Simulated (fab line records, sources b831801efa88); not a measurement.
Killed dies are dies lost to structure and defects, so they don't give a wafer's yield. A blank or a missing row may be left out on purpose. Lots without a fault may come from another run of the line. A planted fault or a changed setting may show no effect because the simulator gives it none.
Chamber matching | flow sky130 | SKY_LI_CONTACT_CMP_24 on cmp-01: 4 sister chambers
The step polishes, stops on PSG, t overpolish 20 s, target thk 0 nm. 4 wafers are shown with their chamber, then 12 later ones without.

WAFERS WITH THEIR CHAMBER
wafer  | chamber | motor_current_A (A)
L090.6 | 1       | 11.4
L091.1 | 2       | 10.9
L091.2 | 3       | 11.6
L091.5 | 0       | 9.9

WAFERS WITHOUT THEIR CHAMBER
wafer  | motor_current_A (A)
L093.1 | 12.2
L093.3 | 10.0
L093.4 | 11.2
L094.1 | 10.3
L094.5 | 9.4
L094.6 | 11.0
L095.2 | 11.6
L095.4 | 9.9
L095.6 | 11.1
L097.1 | 10.4
L097.3 | 11.6
L097.6 | 11.1

WHICH CHAMBER EACH WENT THROUGH
wafer  | from the rows above          | in truth
L093.1 | can't be placed: 3 or 1      | 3
L093.3 | 0                            | 0
L093.4 | can't be placed: 1 or 2 or 3 | 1
L094.1 | can't be placed: 0 or 2      | 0
L094.5 | 0                            | 0
L094.6 | can't be placed: 2 or 1 or 3 | 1
L095.2 | can't be placed: 3 or 1      | 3
L095.4 | 0                            | 0
L095.6 | can't be placed: 2 or 1 or 3 | 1
L097.1 | can't be placed: 0 or 2 or 1 | 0
L097.3 | can't be placed: 3 or 1      | 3
L097.6 | can't be placed: 2 or 1 or 3 | 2
Placed correctly: 3 of 12. Can't be placed from these rows: 9 (the true chamber is among the candidates in 9). Placed wrongly: 0.
How it was worked out, from the rows above alone: a wafer's distance from a chamber is the root of the sum, over the readings, of the square of ((its reading less the chamber's mean) divided by the reading's scatter). The wafer belongs to the nearest chamber; if the next one is less than 2 further off, it can't be placed. A chamber's mean is the mean of its shown wafers. The scatter: with one shown wafer a chamber, the root of the mean of the squares of how far each hidden wafer lies from its nearest shown one.
